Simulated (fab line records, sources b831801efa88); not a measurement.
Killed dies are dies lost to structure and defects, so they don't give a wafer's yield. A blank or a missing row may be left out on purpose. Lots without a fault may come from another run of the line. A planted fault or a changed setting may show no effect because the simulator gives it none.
fab line records | flow gf180mcu
record lots=5 wafers=15 last_day=33
route steps=602 shown DNWELL@33 NWELL@42 LVPWELL@54 MVSD@66
lots that met no fault: from a run of the same line without faults
start_h: hours from the record's first day to the start of the lot's first wafer shown | wait_h: hours since the lot's step before | " the same as in the row above | L1.1+2: a row that stands for several wafers | - no value, or no start given | * or withheld: withheld | < > ~ a bound
route shown NAME@n: a module of which the file shows steps, and the number in the route of the first | usual: mean/standard deviation of fault-free wafers | same: alike in all rows | chamber/n: place in a boat | sites: the reading at each site | _std_site: their standard deviation | _edge_site: outer sites' mean less inner sites' | radius_mm: how far each site lies from the wafer's centre | mask NAME#n: copy n | behind: the tool/chamber that last shaped the wafer | hold: why the lot was held/for how many hours/how that ended | device: the transistor (n, p or np) that didn't switch | end of line: the same wafers' tests at the end of the route | a step without rows: its recipe alone | killed: dies lost to structure and defects at the first sort, not the wafer's yield | map: a wafer's dies, x killed, . not, _ none there
set.NAME: the setting as run; set.NAME@STEP: as run at that earlier step | model.NAME: the simulator's own value behind a step, which no gauge read
lots at some steps of the route; a table a step, a row a wafer
services: from which hour (start_h, from the record's first day; less than 0 if before it) a tool's chamber was out of use, for how many hours, and why
## steps
# step GF_DNWELL_HMDS_01
# recipe prime_time_s=60 prime_temp_c=120
# columns lot.wafer tool chamber start_h wait_h
L075.2+3+4 litho_track-02 0 55.98 0.1
L081.1+2+6 litho_track-03 0 77.11 0.1
L083.2+3+5 litho_track-03 0 84.54 0.1
L087.2+3+5 litho_track-01 0 102.12 0.1
L093.2+4+5 litho_track-02 0 135.18 0.1
# step GF_DNWELL_COAT_02
# recipe spin_rpm=2000 resist_thk_nm=3000
# columns lot.wafer tool chamber start_h wait_h
L075.2+3+4 litho_track-02 0 56.13 0.1
L081.1+2+6 litho_track-03 0 77.26 0.1
L083.2+3+5 litho_track-03 0 84.69 0.1
L087.2+3+5 litho_track-01 0 102.27 0.1
L093.2+4+5 litho_track-02 0 135.33 0.1
# step GF_DNWELL_SOFTBAKE_03
# recipe temp_c=110 time_s=withheld
# columns lot.wafer tool chamber start_h wait_h
L075.2+3+4 litho_track-02 0 56.29 0.1
L081.1+2+6 litho_track-03 0 77.41 0.1
L083.2+3+5 litho_track-03 0 84.85 0.1
L087.2+3+5 litho_track-01 0 102.42 0.1
L093.2+4+5 litho_track-02 0 135.49 0.1
# step GF_DNWELL_EXPOSE_04
# recipe mask_id=DNWELL target_cd_nm=1700 na=0.6 source_shape=conventional sigma_outer=0.6 dose_mj=260
# usual exposure_dose_mJ_cm2=260.00/0.27 stage_vel_mm_s=500.02/0.29
# columns lot.wafer tool chamber start_h wait_h mask exposure_dose_mJ_cm2 stage_vel_mm_s
L075.2 iline_stepper-02 0 - - DNWELL#0 260.01 500.49
L075.3 " 0 " " DNWELL#0 259.51 500.15
L075.4 " 0 " " DNWELL#0 259.61 500.40
L081.1 iline_stepper-02 0 - - DNWELL#0 259.94 500.16
L081.2 " 0 " " DNWELL#0 260.56 500.19
L081.6 " 0 " " DNWELL#0 260.13 499.67
L083.2 iline_stepper-02 0 - - DNWELL#0 259.86 499.77
L083.3 " 0 " " DNWELL#0 259.74 500.19
L083.5 " 0 " " DNWELL#0 259.98 500.27
L087.2 iline_stepper-02 0 - - DNWELL#0 260.20 500.21
L087.3 " 0 " " DNWELL#0 260.40 500.34
L087.5 " 0 " " DNWELL#0 260.41 500.55
L093.2 iline_stepper-02 0 - - DNWELL#0 260.27 499.74
L093.4 " 0 " " DNWELL#0 260.30 500.42
L093.5 " 0 " " DNWELL#0 260.56 500.15
# step GF_DNWELL_PEB_05
# recipe temp_c=115 time_s=withheld
# columns lot.wafer tool chamber start_h wait_h
L075.2+3+4 litho_track-02 0 - -
L081.1+2+6 litho_track-03 0 - -
L083.2+3+5 litho_track-01 0 - -
L087.2+3+5 litho_track-02 0 - -
L093.2+4+5 litho_track-03 0 - -
# step GF_DNWELL_DEVELOP_06
# recipe wall_angle_deg=90 develop_time_s=60 dev_temp_c=23
# columns lot.wafer tool chamber start_h wait_h
L075.2+3+4 litho_track-02 0 - -
L081.1+2+6 litho_track-03 0 - -
L083.2+3+5 litho_track-01 0 - -
L087.2+3+5 litho_track-02 0 - -
L093.2+4+5 litho_track-03 0 - -
# step GF_DNWELL_IMPLANT_07
# recipe species=P energy_kev=1500 dose_cm2=1e+13 tilt_deg=0
# usual beam_on_s=9.99/0.19
# columns lot.wafer tool chamber start_h wait_h beam_on_s
L075.2 implanter-04 0 62.28 - 9.80
L075.3 " 0 " " 10.05
L075.4 " 0 " " 9.98
L081.1 implanter-04 0 84.36 - 9.93
L081.2 " 0 " " 10.02
L081.6 " 0 " " 9.91
L083.2 implanter-01 0 91.37 - 9.73
L083.3 " 0 " " 9.86
L083.5 " 0 " " 9.73
L087.2 implanter-04 0 109.68 - 10.14
L087.3 " 0 " " 9.82
L087.5 " 0 " " 9.63
L093.2 implanter-02 0 142.69 - 10.12
L093.4 " 0 " " 10.17
L093.5 " 0 " " 10.06
# step GF_DNWELL_STRIP_08
# recipe chemistry=O2/N2 power_w=1400 pressure_mtorr=1500 platen_temp_c=250 o2_flow_sccm=3000 n2_flow_sccm=300 overash_fraction=0.5
# usual drypump_motor_current_A=5.7/0.48 heater_power_w=345/23 oes_product_au=0.723/0.0046 strip_time_to_endpoint_s=36.98/0.09
# columns lot.wafer tool chamber start_h wait_h drypump_motor_current_A heater_power_w oes_product_au rf_hours_counter_h strip_time_to_endpoint_s
L075.2 plasma_asher-04 0 62.40 0.1 5.5 347 0.728 28 37.00
L075.3 " 0 " " 5.5 345 0.724 - 36.84
L075.4 " 1 " " 5.8 375 0.721 - 36.87
L081.1 plasma_asher-04 0 84.51 0.1 5.5 338 0.726 30 36.91
L081.2 " 1 " " 5.7 364 0.730 30 36.96
L081.6 " 0 " " 5.5 342 0.721 - 36.90
L083.2 plasma_asher-04 1 91.49 0.1 5.8 374 0.725 31 36.94
L083.3 " 0 " " 5.5 340 0.718 - 36.99
L083.5 " 1 " " 5.7 365 0.726 - 37.11
L087.2 plasma_asher-03 0 109.80 0.1 5.2 355 0.718 46 36.97
L087.3 " 0 " " 5.2 354 0.726 - 37.11
L087.5 " 0 " " 5.2 361 0.712 - 37.11
L093.2 plasma_asher-02 0 142.81 0.1 5.4 349 0.719 2 36.86
L093.4 " 0 " " 5.4 356 0.731 - 36.99
L093.5 " 0 " " 5.4 353 0.715 - 37.03
# step GF_DNWELL_TW_MEAS_09
# usual DNWELL_TW=1357/8.3
# columns lot.wafer tool chamber start_h wait_h DNWELL_TW
L075.2 film_metro-02 - 62.51 0.1 1356
L075.3 " - " " 1349
L075.4 " - " " 1351
L081.1 film_metro-03 - 84.61 0.1 1358
L081.2 " - " " 1353
L081.6 " - " " 1362
L083.2 film_metro-01 - 91.60 0.1 1352
L083.3 " - " " 1350
L083.5 " - " " 1354
L087.2 film_metro-02 - 109.91 0.1 1341
L087.3 " - " " 1350
L087.5 " - " " 1346
L093.2 film_metro-02 - 142.92 0.1 1351
L093.4 " - " " 1352
L093.5 " - " " 1361
# step GF_NWELL_DEHYDRATE_00
# recipe temp_c=200 time_s=60
# columns lot.wafer tool chamber start_h wait_h
L075.2+3+4 litho_track-04 0 68.20 5.7
L081.1+2+6 litho_track-02 0 90.50 5.9
L083.2+3+5 litho_track-04 0 98.05 6.4
L087.2+3+5 litho_track-02 0 116.73 6.8
L093.2+4+5 litho_track-02 0 149.93 7.0
# step GF_NWELL_HMDS_01
# recipe prime_time_s=60 prime_temp_c=120
# columns lot.wafer tool chamber start_h wait_h
L075.2+3+4 litho_track-04 0 68.35 0.1
L081.1+2+6 litho_track-02 0 90.65 0.1
L083.2+3+5 litho_track-04 0 98.20 0.1
L087.2+3+5 litho_track-02 0 116.88 0.1
L093.2+4+5 litho_track-02 0 150.08 0.1
# step GF_NWELL_COAT_02
# recipe spin_rpm=2000 resist_thk_nm=3000
# columns lot.wafer tool chamber start_h wait_h
L075.2+3+4 litho_track-04 0 68.50 0.1
L081.1+2+6 litho_track-02 0 90.80 0.1
L083.2+3+5 litho_track-04 0 98.35 0.1
L087.2+3+5 litho_track-02 0 117.03 0.1
L093.2+4+5 litho_track-02 0 150.23 0.1
# step GF_NWELL_SOFTBAKE_03
# recipe temp_c=110 time_s=withheld
# columns lot.wafer tool chamber start_h wait_h
L075.2+3+4 litho_track-04 0 68.66 0.1
L081.1+2+6 litho_track-02 0 90.95 0.1
L083.2+3+5 litho_track-04 0 98.51 0.1
L087.2+3+5 litho_track-02 0 117.19 0.1
L093.2+4+5 litho_track-02 0 150.39 0.1
# step GF_NWELL_EXPOSE_04
# recipe mask_id=Nwell target_cd_nm=860 na=0.6 source_shape=conventional sigma_outer=0.6 dose_mj=260
# usual exposure_dose_mJ_cm2=259.99/0.25 stage_vel_mm_s=499.93/0.28
# columns lot.wafer tool chamber start_h wait_h mask exposure_dose_mJ_cm2 stage_vel_mm_s
L075.2 iline_stepper-02 0 - - Nwell#0 260.03 499.94
L075.3 " 0 " " Nwell#0 260.63 499.89
L075.4 " 0 " " Nwell#0 260.24 500.20
L081.1 iline_stepper-01 0 - - Nwell#0 259.87 499.41
L081.2 " 0 " " Nwell#0 260.06 499.62
L081.6 " 0 " " Nwell#0 260.00 499.86
L083.2 iline_stepper-01 0 - - Nwell#0 260.18 500.27
L083.3 " 0 " " Nwell#0 259.88 500.43
L083.5 " 0 " " Nwell#0 259.79 500.08
L087.2 iline_stepper-01 0 - - Nwell#0 259.54 500.14
L087.3 " 0 " " Nwell#0 260.16 499.78
L087.5 " 0 " " Nwell#0 259.79 499.97
L093.2 iline_stepper-01 0 - - Nwell#0 260.35 500.17
L093.4 " 0 " " Nwell#0 259.89 499.56
L093.5 " 0 " " Nwell#0 259.83 499.74
# step GF_NWELL_PEB_05
# recipe temp_c=115 time_s=withheld
# columns lot.wafer tool chamber start_h wait_h
L075.2+3+4 litho_track-04 0 - -
L081.1+2+6 litho_track-01 0 - -
L083.2+3+5 litho_track-01 0 - -
L087.2+3+5 litho_track-04 0 - -
L093.2+4+5 litho_track-04 0 - -
# step GF_NWELL_DEVELOP_06
# recipe wall_angle_deg=90 develop_time_s=60 dev_temp_c=23
# columns lot.wafer tool chamber start_h wait_h
L075.2+3+4 litho_track-04 0 - -
L081.1+2+6 litho_track-01 0 - -
L083.2+3+5 litho_track-01 0 - -
L087.2+3+5 litho_track-04 0 - -
L093.2+4+5 litho_track-04 0 - -
# step GF_NWELL_OVL_MEAS_07
# usual NWELL_OVL=0.5/1.1
# columns lot.wafer tool chamber start_h wait_h NWELL_OVL[nm]
L075.2 overlay-01 - 75.24 - -0.3
L075.3 " - " " -0.7
L075.4 " - " " -0.7
L081.1 overlay-02 - 98.19 - -0.1
L081.2 " - " " 0.0
L081.6 " - " " 2.1
L083.2 overlay-01 - 105.25 - 1.5
L083.3 " - " " 2.2
L083.5 " - " " 1.3
L087.2 overlay-01 - 124.53 - -1.1
L087.3 " - " " 0.2
L087.5 " - " " -1.0
L093.2 overlay-01 - 158.38 - 1.9
L093.4 " - " " 2.7
L093.5 " - " " 2.1
# step GF_NWELL_IMPLANT_08
# recipe species=P energy_kev=450 dose_cm2=1.5e+13 tilt_deg=0
# usual beam_on_s=10.01/0.19
# columns lot.wafer tool chamber start_h wait_h beam_on_s
L075.2 implanter-02 0 75.29 0.0 10.10
L075.3 " 0 " " 10.04
L075.4 " 0 " " 9.98
L081.1 implanter-03 0 98.23 0.0 9.99
L081.2 " 0 " " 9.74
L081.6 " 0 " " 9.88
L083.2 implanter-02 0 105.30 0.0 9.95
L083.3 " 0 " " 10.06
L083.5 " 0 " " 10.23
L087.2 implanter-04 0 124.59 0.0 9.86
L087.3 " 0 " " 10.06
L087.5 " 0 " " 10.00
L093.2 implanter-04 0 158.44 0.0 10.11
L093.4 " 0 " " 10.03
L093.5 " 0 " " 9.98
# step GF_NWELL_IMPLANT_09
# recipe species=P energy_kev=160 dose_cm2=4e+12 tilt_deg=0
# usual beam_on_s=10.01/0.21
# columns lot.wafer tool chamber start_h wait_h beam_on_s
L075.2 implanter-02 0 75.44 0.1 10.03
L075.3 " 0 " " 9.63
L075.4 " 0 " " 10.39
L081.1 implanter-03 0 98.38 0.1 10.10
L081.2 " 0 " " 9.88
L081.6 " 0 " " 10.34
L083.2 implanter-02 0 105.45 0.1 9.87
L083.3 " 0 " " 10.13
L083.5 " 0 " " 10.29
L087.2 implanter-04 0 124.74 0.1 10.12
L087.3 " 0 " " 10.09
L087.5 " 0 " " 10.32
L093.2 implanter-04 0 158.59 0.1 9.97
L093.4 " 0 " " 9.85
L093.5 " 0 " " 10.05
# step GF_NWELL_STRIP_10
# recipe chemistry=O2/N2 power_w=1400 pressure_mtorr=1500 platen_temp_c=250 o2_flow_sccm=3000 n2_flow_sccm=300 overash_fraction=0.5
# usual drypump_motor_current_A=5.50/0.23 heater_power_w=345/26 oes_product_au=0.723/0.0045 strip_time_to_endpoint_s=36.95/0.11
# columns lot.wafer tool chamber start_h wait_h drypump_motor_current_A heater_power_w oes_product_au rf_hours_counter_h strip_time_to_endpoint_s
L075.2 plasma_asher-02 1 75.57 0.1 5.39 292 0.721 39 37.00
L075.3 " 0 " " 5.42 376 0.723 - 37.05
L075.4 " 1 " " 5.41 301 0.728 - 36.91
L081.1 plasma_asher-02 0 98.53 0.1 5.44 383 0.726 40 37.10
L081.2 " 1 " " 5.42 294 0.723 40 37.17
L081.6 " 0 " " 5.41 369 0.726 - 37.01
L083.2 plasma_asher-01 1 105.58 0.1 5.08 312 0.719 46 36.84
L083.3 " 0 " " 5.73 378 0.724 - 36.94
L083.5 " 0 " " 5.73 374 0.712 - 36.93
L087.2 plasma_asher-01 1 124.86 0.1 5.09 323 0.715 49 36.99
L087.3 " 1 " " 5.10 325 0.725 - 37.05
L087.5 " 1 " " 5.09 321 0.731 - 37.05
L093.2 plasma_asher-04 0 158.71 0.1 5.52 328 0.719 39 37.00
L093.4 " 1 " " 5.79 369 0.726 - 37.03
L093.5 " 0 " " 5.54 326 0.718 - 36.96
# step GF_NWELL_TW_MEAS_11
# usual NWELL_TW=1572/14
# columns lot.wafer tool chamber start_h wait_h NWELL_TW
L075.2 film_metro-04 - 75.68 0.1 1540
L075.3 " - " " 1544
L075.4 " - " " 1550
L081.1 film_metro-01 - 98.63 0.1 1576
L081.2 " - " " 1585
L081.6 " - " " 1580
L083.2 film_metro-01 - 105.69 0.1 1568
L083.3 " - " " 1575
L083.5 " - " " 1578
L087.2 film_metro-03 - 124.97 0.1 1578
L087.3 " - " " 1578
L087.5 " - " " 1587
L093.2 film_metro-03 - 158.82 0.1 1593
L093.4 " - " " 1589
L093.5 " - " " 1588
# step GF_LVPWELL_DEHYDRATE_00
# recipe temp_c=200 time_s=60
# columns lot.wafer tool chamber start_h wait_h
L075.2+3+4 litho_track-01 0 81.72 6.0
L081.1+2+6 litho_track-01 0 104.24 5.6
L083.2+3+5 litho_track-03 0 112.29 6.6
L087.2+3+5 litho_track-03 0 131.49 6.5
L093.2+4+5 litho_track-01 0 165.86 7.0
# step GF_LVPWELL_HMDS_01
# recipe prime_time_s=60 prime_temp_c=120
# columns lot.wafer tool chamber start_h wait_h
L075.2+3+4 litho_track-01 0 81.87 0.1
L081.1+2+6 litho_track-01 0 104.39 0.1
L083.2+3+5 litho_track-03 0 112.44 0.1
L087.2+3+5 litho_track-03 0 131.64 0.1
L093.2+4+5 litho_track-01 0 166.01 0.1
# step GF_LVPWELL_COAT_02
# recipe spin_rpm=2000 resist_thk_nm=3000
# columns lot.wafer tool chamber start_h wait_h
L075.2+3+4 litho_track-01 0 82.02 0.1
L081.1+2+6 litho_track-01 0 104.54 0.1
L083.2+3+5 litho_track-03 0 112.59 0.1
L087.2+3+5 litho_track-03 0 131.79 0.1
L093.2+4+5 litho_track-01 0 166.16 0.1
# step GF_LVPWELL_SOFTBAKE_03
# recipe temp_c=110 time_s=withheld
# columns lot.wafer tool chamber start_h wait_h
L075.2+3+4 litho_track-01 0 82.17 0.1
L081.1+2+6 litho_track-01 0 104.69 0.1
L083.2+3+5 litho_track-03 0 112.74 0.1
L087.2+3+5 litho_track-03 0 131.94 0.1
L093.2+4+5 litho_track-01 0 166.32 0.1
# step GF_LVPWELL_EXPOSE_04
# recipe mask_id=LVPWELL target_cd_nm=600 na=0.6 source_shape=conventional sigma_outer=0.6 dose_mj=260
# usual exposure_dose_mJ_cm2=260.00/0.25 stage_vel_mm_s=499.99/0.26
# columns lot.wafer tool chamber start_h wait_h mask exposure_dose_mJ_cm2 stage_vel_mm_s
L075.2 iline_stepper-01 0 - - LVPWELL#0 259.95 500.10
L075.3 " 0 " " LVPWELL#0 259.80 500.17
L075.4 " 0 " " LVPWELL#0 260.24 500.48
L081.1 iline_stepper-01 0 - - LVPWELL#0 260.12 500.17
L081.2 " 0 " " LVPWELL#0 259.95 499.67
L081.6 " 0 " " LVPWELL#0 259.75 499.97
L083.2 iline_stepper-01 0 - - LVPWELL#0 260.14 499.96
L083.3 " 0 " " LVPWELL#0 260.18 499.82
L083.5 " 0 " " LVPWELL#0 259.91 500.05
L087.2 iline_stepper-02 0 - - LVPWELL#0 259.94 499.83
L087.3 " 0 " " LVPWELL#0 259.89 499.91
L087.5 " 0 " " LVPWELL#0 259.84 500.58
L093.2 iline_stepper-01 0 - - LVPWELL#0 259.95 500.01
L093.4 " 0 " " LVPWELL#0 260.00 500.67
L093.5 " 0 " " LVPWELL#0 259.95 499.62
# step GF_LVPWELL_PEB_05
# recipe temp_c=115 time_s=withheld
# columns lot.wafer tool chamber start_h wait_h
L075.2+3+4 litho_track-04 0 - -
L081.1+2+6 litho_track-03 0 - -
L083.2+3+5 litho_track-04 0 - -
L087.2+3+5 litho_track-03 0 - -
L093.2+4+5 litho_track-03 0 - -
# step GF_LVPWELL_DEVELOP_06
# recipe wall_angle_deg=90 develop_time_s=60 dev_temp_c=23
# columns lot.wafer tool chamber start_h wait_h
L075.2+3+4 litho_track-04 0 - -
L081.1+2+6 litho_track-03 0 - -
L083.2+3+5 litho_track-04 0 - -
L087.2+3+5 litho_track-03 0 - -
L093.2+4+5 litho_track-03 0 - -
# step GF_LVPWELL_OVL_MEAS_07
# usual LVPWELL_OVL=-0.8/1.2
# columns lot.wafer tool chamber start_h wait_h LVPWELL_OVL[nm]
L075.2 overlay-02 - 88.43 - -0.2
L075.3 " - " " -0.8
L075.4 " - " " -0.6
L081.1 overlay-01 - 112.26 - 0.7
L081.2 " - " " 0.4
L081.6 " - " " 1.3
L083.2 overlay-01 - 119.93 - -1.5
L083.3 " - " " -0.5
L083.5 " - " " -0.7
L087.2 overlay-01 - 139.62 - -1.0
L087.3 " - " " -1.3
L087.5 " - " " -1.8
L093.2 overlay-02 - 174.72 - 0.5
L093.4 " - " " -0.3
L093.5 " - " " -0.4
# step GF_LVPWELL_IMPLANT_08
# recipe species=B energy_kev=170 dose_cm2=1.5e+13 tilt_deg=0
# usual beam_on_s=10.05/0.19
# columns lot.wafer tool chamber start_h wait_h beam_on_s
L075.2 implanter-04 0 88.49 0.0 9.82
L075.3 " 0 " " 10.04
L075.4 " 0 " " 10.00
L081.1 implanter-04 0 112.30 0.0 9.82
L081.2 " 0 " " 10.14
L081.6 " 0 " " 9.98
L083.2 implanter-01 0 119.99 0.0 9.88
L083.3 " 0 " " 10.02
L083.5 " 0 " " 10.28
L087.2 implanter-01 0 139.67 0.0 10.03
L087.3 " 0 " " 10.31
L087.5 " 0 " " 10.03
L093.2 implanter-03 0 174.77 0.0 9.99
L093.4 " 0 " " 10.01
L093.5 " 0 " " 10.45
# step GF_LVPWELL_IMPLANT_09
# recipe species=B energy_kev=60 dose_cm2=5e+12 tilt_deg=0
# usual beam_on_s=9.98/0.2
# columns lot.wafer tool chamber start_h wait_h beam_on_s
L075.2 implanter-04 0 88.64 0.1 9.80
L075.3 " 0 " " 10.04
L075.4 " 0 " " 10.19
L081.1 implanter-04 0 112.45 0.1 10.11
L081.2 " 0 " " 9.77
L081.6 " 0 " " 9.91
L083.2 implanter-01 0 120.14 0.1 9.85
L083.3 " 0 " " 9.98
L083.5 " 0 " " 9.95
L087.2 implanter-01 0 139.82 0.1 9.84
L087.3 " 0 " " 9.99
L087.5 " 0 " " 10.05
L093.2 implanter-03 0 174.92 0.1 10.06
L093.4 " 0 " " 10.16
L093.5 " 0 " " 9.99
# step GF_LVPWELL_STRIP_10
# recipe chemistry=O2/N2 power_w=1400 pressure_mtorr=1500 platen_temp_c=250 o2_flow_sccm=3000 n2_flow_sccm=300 overash_fraction=0.5
# usual drypump_motor_current_A=5.6/0.48 heater_power_w=340/26 oes_product_au=0.723/0.0043 strip_time_to_endpoint_s=36.96/0.084
# columns lot.wafer tool chamber start_h wait_h drypump_motor_current_A heater_power_w oes_product_au rf_hours_counter_h strip_time_to_endpoint_s
L075.2 plasma_asher-01 1 88.76 0.1 5.1 322 0.721 44 37.01
L075.3 " 0 " " 5.7 381 0.721 - 36.95
L075.4 " 1 " " 5.1 319 0.729 - 36.91
L081.1 plasma_asher-03 0 112.60 0.1 5.2 358 0.714 46 37.00
L081.2 " 1 " " 6.4 339 0.730 46 36.93
L081.6 " 1 " " 6.4 344 0.720 - 36.82
L083.2 plasma_asher-03 1 120.26 0.1 6.5 340 0.725 47 37.03
L083.3 " 0 " " 5.2 363 0.721 - 36.89
L083.5 " 1 " " 6.5 339 0.726 - 37.01
L087.2 plasma_asher-02 1 139.95 0.1 5.4 284 0.719 2 37.07
L087.3 " 0 " " 5.4 360 0.720 - 37.05
L087.5 " 0 " " 5.4 360 0.719 - 37.08
L093.2 plasma_asher-01 1 175.05 0.1 5.1 317 0.729 54 37.09
L093.4 " 1 " " 5.1 314 0.723 - 37.09
L093.5 " 1 " " 5.1 317 0.719 - 37.10
# step GF_LVPWELL_TW_MEAS_11
# usual LVPWELL_TW=560/4.9
# columns lot.wafer tool chamber start_h wait_h LVPWELL_TW
L075.2 film_metro-03 - 88.87 0.1 562
L075.3 " - " " 562
L075.4 " - " " 558
L081.1 film_metro-04 - 112.70 0.1 556
L081.2 " - " " 555
L081.6 " - " " 555
L083.2 film_metro-03 - 120.37 0.1 563
L083.3 " - " " 563
L083.5 " - " " 563
L087.2 film_metro-03 - 140.06 0.1 564
L087.3 " - " " 561
L087.5 " - " " 563
L093.2 film_metro-01 - 175.16 0.1 558
L093.4 " - " " 557
L093.5 " - " " 561
# step GF_MVSD_DEHYDRATE_00
# recipe temp_c=200 time_s=60
# columns lot.wafer tool chamber start_h wait_h
L075.2+3+4 litho_track-02 0 95.43 6.5
L081.1+2+6 litho_track-02 0 118.95 6.2
L083.2+3+5 litho_track-04 0 126.75 6.4
L087.2+3+5 litho_track-02 0 147.33 7.3
L093.2+4+5 litho_track-02 0 182.88 7.7
# step GF_MVSD_HMDS_01
# recipe prime_time_s=60 prime_temp_c=120
# columns lot.wafer tool chamber start_h wait_h
L075.2+3+4 litho_track-02 0 95.58 0.1
L081.1+2+6 litho_track-02 0 119.10 0.1
L083.2+3+5 litho_track-04 0 126.90 0.1
L087.2+3+5 litho_track-02 0 147.48 0.1
L093.2+4+5 litho_track-02 0 183.03 0.1
# step GF_MVSD_COAT_02
# recipe spin_rpm=2000 resist_thk_nm=3000
# columns lot.wafer tool chamber start_h wait_h
L075.2+3+4 litho_track-02 0 95.73 0.1
L081.1+2+6 litho_track-02 0 119.25 0.1
L083.2+3+5 litho_track-04 0 127.05 0.1
L087.2+3+5 litho_track-02 0 147.63 0.1
L093.2+4+5 litho_track-02 0 183.18 0.1
# step GF_MVSD_SOFTBAKE_03
# recipe temp_c=110 time_s=withheld
# columns lot.wafer tool chamber start_h wait_h
L075.2+3+4 litho_track-02 0 95.89 0.1
L081.1+2+6 litho_track-02 0 119.40 0.1
L083.2+3+5 litho_track-04 0 127.21 0.1
L087.2+3+5 litho_track-02 0 147.79 0.1
L093.2+4+5 litho_track-02 0 183.34 0.1
# step GF_MVSD_EXPOSE_04
# recipe mask_id=MVSD target_cd_nm=1000 na=0.6 source_shape=conventional sigma_outer=0.6 dose_mj=260
# usual exposure_dose_mJ_cm2=259.93/0.26 stage_vel_mm_s=500.00/0.3
# columns lot.wafer tool chamber start_h wait_h mask exposure_dose_mJ_cm2 stage_vel_mm_s
L075.2 iline_stepper-01 0 - - MVSD#0 259.73 499.66
L075.3 " 0 " " MVSD#0 259.76 499.84
L075.4 " 0 " " MVSD#0 259.81 499.94
L081.1 iline_stepper-02 0 - - MVSD#0 259.70 499.94
L081.2 " 0 " " MVSD#0 259.61 499.80
L081.6 " 0 " " MVSD#0 259.42 500.05
L083.2 iline_stepper-02 0 - - MVSD#0 259.81 500.05
L083.3 " 0 " " MVSD#0 260.09 499.85
L083.5 " 0 " " MVSD#0 259.84 500.02
L087.2 iline_stepper-01 0 - - MVSD#0 259.80 500.00
L087.3 " 0 " " MVSD#0 260.16 500.35
L087.5 " 0 " " MVSD#0 259.87 499.96
L093.2 iline_stepper-01 0 - - MVSD#0 260.36 499.94
L093.4 " 0 " " MVSD#0 260.39 499.99
L093.5 " 0 " " MVSD#0 260.15 500.29
# step GF_MVSD_PEB_05
# recipe temp_c=115 time_s=withheld
# columns lot.wafer tool chamber start_h wait_h
L075.2+3+4 litho_track-04 0 - -
L081.1+2+6 litho_track-02 0 - -
L083.2+3+5 litho_track-02 0 - -
L087.2+3+5 litho_track-04 0 - -
L093.2+4+5 litho_track-04 0 - -
# step GF_MVSD_DEVELOP_06
# recipe wall_angle_deg=90 develop_time_s=60 dev_temp_c=23
# columns lot.wafer tool chamber start_h wait_h
L075.2+3+4 litho_track-04 0 - -
L081.1+2+6 litho_track-02 0 - -
L083.2+3+5 litho_track-02 0 - -
L087.2+3+5 litho_track-04 0 - -
L093.2+4+5 litho_track-04 0 - -
# step GF_MVSD_OVL_MEAS_07
# usual MVSD_OVL=0.2/1.4
# columns lot.wafer tool chamber start_h wait_h MVSD_OVL[nm]
L075.2 overlay-02 - 102.58 - 0.5
L075.3 " - " " 0.1
L075.4 " - " " 0.4
L081.1 overlay-01 - 127.03 - 2.2
L081.2 " - " " 0.3
L081.6 " - " " 1.0
L083.2 overlay-01 - 134.71 - 0.9
L083.3 " - " " 1.5
L083.5 " - " " 1.3
L087.2 overlay-02 - 155.23 - -1.0
L087.3 " - " " -1.8
L087.5 " - " " -3.0
L093.2 overlay-02 - 191.58 - -0.3
L093.4 " - " " 0.7
L093.5 " - " " -0.6
# step GF_MVSD_IMPLANT_08
# recipe species=P energy_kev=400 dose_cm2=1.6e+13 tilt_deg=0
# usual beam_on_s=10.00/0.2
# columns lot.wafer tool chamber start_h wait_h beam_on_s
L075.2 implanter-02 0 102.64 0.0 10.18
L075.3 " 0 " " 10.04
L075.4 " 0 " " 10.02
L081.1 implanter-01 0 127.06 0.0 9.99
L081.2 " 0 " " 10.03
L081.6 " 0 " " 9.80
L083.2 implanter-01 0 134.76 0.0 10.07
L083.3 " 0 " " 9.89
L083.5 " 0 " " 9.74
L087.2 implanter-02 0 155.29 0.0 10.21
L087.3 " 0 " " 9.78
L087.5 " 0 " " 9.99
L093.2 implanter-01 0 191.64 0.0 10.11
L093.4 " 0 " " 10.06
L093.5 " 0 " " 9.94
# step GF_MVSD_IMPLANT_09
# recipe species=P energy_kev=100 dose_cm2=5e+12 tilt_deg=0
# usual beam_on_s=9.99/0.2
# columns lot.wafer tool chamber start_h wait_h beam_on_s
L075.2 implanter-02 0 102.79 0.1 9.97
L075.3 " 0 " " 9.96
L075.4 " 0 " " 10.11
L081.1 implanter-01 0 127.21 0.1 10.33
L081.2 " 0 " " 9.90
L081.6 " 0 " " 10.28
L083.2 implanter-01 0 134.91 0.1 10.02
L083.3 " 0 " " 10.09
L083.5 " 0 " " 10.23
L087.2 implanter-02 0 155.44 0.1 10.10
L087.3 " 0 " " 9.87
L087.5 " 0 " " 9.66
L093.2 implanter-01 0 191.79 0.1 10.08
L093.4 " 0 " " 10.18
L093.5 " 0 " " 9.97
## services
# columns tool chamber start_h hours kind
implanter-02 - 53.33 3.5 pm
implanter-01 - 63.66 1.1 repair
plasma_asher-04 - 74.05 4.0 pm
implanter-03 - 74.97 3.1 pm
plasma_asher-02 - 77.36 15.6 pm
plasma_asher-01 - 83.89 0.6 repair
implanter-04 - 98.77 2.1 repair
implanter-02 - 103.07 0.9 repair
plasma_asher-02 - 105.21 9.8 repair
plasma_asher-02 - 115.05 9.0 pm
plasma_asher-02 0 115.05 9.0 vent_cycle
plasma_asher-02 1 115.05 9.0 vent_cycle
implanter-02 - 123.63 2.8 repair
plasma_asher-02 0 124.05 - clean
plasma_asher-02 1 124.05 - clean
iline_stepper-02 - 126.48 0.6 repair
iline_stepper-02 - 140.89 1.7 pm
implanter-03 - 144.20 3.7 repair
implanter-01 - 145.47 1.7 repair
implanter-04 - 165.72 9.9 repair
iline_stepper-01 - 168.28 2.1 pm
iline_stepper-01 - 170.36 - consumable_replace:lamp
implanter-02 - 177.86 7.5 pm
## key
fault none
